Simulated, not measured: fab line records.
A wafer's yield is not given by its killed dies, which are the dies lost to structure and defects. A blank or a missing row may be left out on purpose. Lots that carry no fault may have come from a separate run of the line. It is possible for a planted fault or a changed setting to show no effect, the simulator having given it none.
Chamber matching | flow gf180mcu | rieDiel-02 running GF_SAB_ETCH_11: 4 sister chambers
The step etches SiO2 in C4F8/O2/Ar, target depth 55 nm, time 8.5 s. 14 wafers are shown with their chamber, then 7 later ones without.

== WAFERS PAIRED WITH THEIR CHAMBERS ==
wafer  | chamber | oesProductAu (a.u.)
L075.3 | 3       | 1.001
L075.4 | 0       | 1.001
L075.6 | 1       | 1.008
L076.1 | 0       | 0.998
L076.2 | 1       | 1.018
L076.4 | 2       | 1.006
L078.1 | 1       | 1.012
L078.2 | 2       | 1.008
L078.4 | 0       | 1.004
L089.4 | 3       | 0.993
L089.5 | 3       | 0.999
L089.6 | 2       | 1.000
L092.1 | 3       | 0.993
L092.3 | 0       | 0.998

SIGNATURES, as means of the wafers listed above
reading      | chamber 0 | chamber 1 | chamber 2 | chamber 3 | scatter within a chamber
oesProductAu | 1.00025   | 1.01267   | 1.00467   | 0.99650   | 0.00401
Rule: for each reading, subtract the chamber's mean from the wafer's reading, divide by that reading's scatter and square the result; add these up over the readings and take the root, which gives the wafer's distance from the chamber. The wafer belongs to the nearest chamber; if the next one is less than 2 further off, it can't be placed. The scatter: the root of (the sum of the squares of (reading less its chamber's mean) over the shown wafers, divided by (wafers less chambers)).

== WAFERS MISSING THEIR CHAMBER ==
wafer  | oesProductAu (a.u.)
L092.5 | 0.994
L094.2 | 0.996
L094.4 | 1.001
L094.5 | 0.993
L095.1 | 0.995
L095.2 | 1.005
L095.3 | 1.006

== WHICH CHAMBER EACH WENT THROUGH ==
wafer  | from the rows above          | in truth
L092.5 | can't be placed: 3 or 0      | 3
L094.2 | can't be placed: 3 or 0      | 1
L094.4 | can't be placed: 0 or 2 or 3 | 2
L094.5 | can't be placed: 3 or 0      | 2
L095.1 | can't be placed: 3 or 0      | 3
L095.2 | can't be placed: 2 or 0 or 1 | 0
L095.3 | can't be placed: 2 or 0 or 1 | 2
Correct placement for 0 of the 7. These rows do not allow placing 7 (true chamber among the candidates in 5). Number placed wrongly: 0.
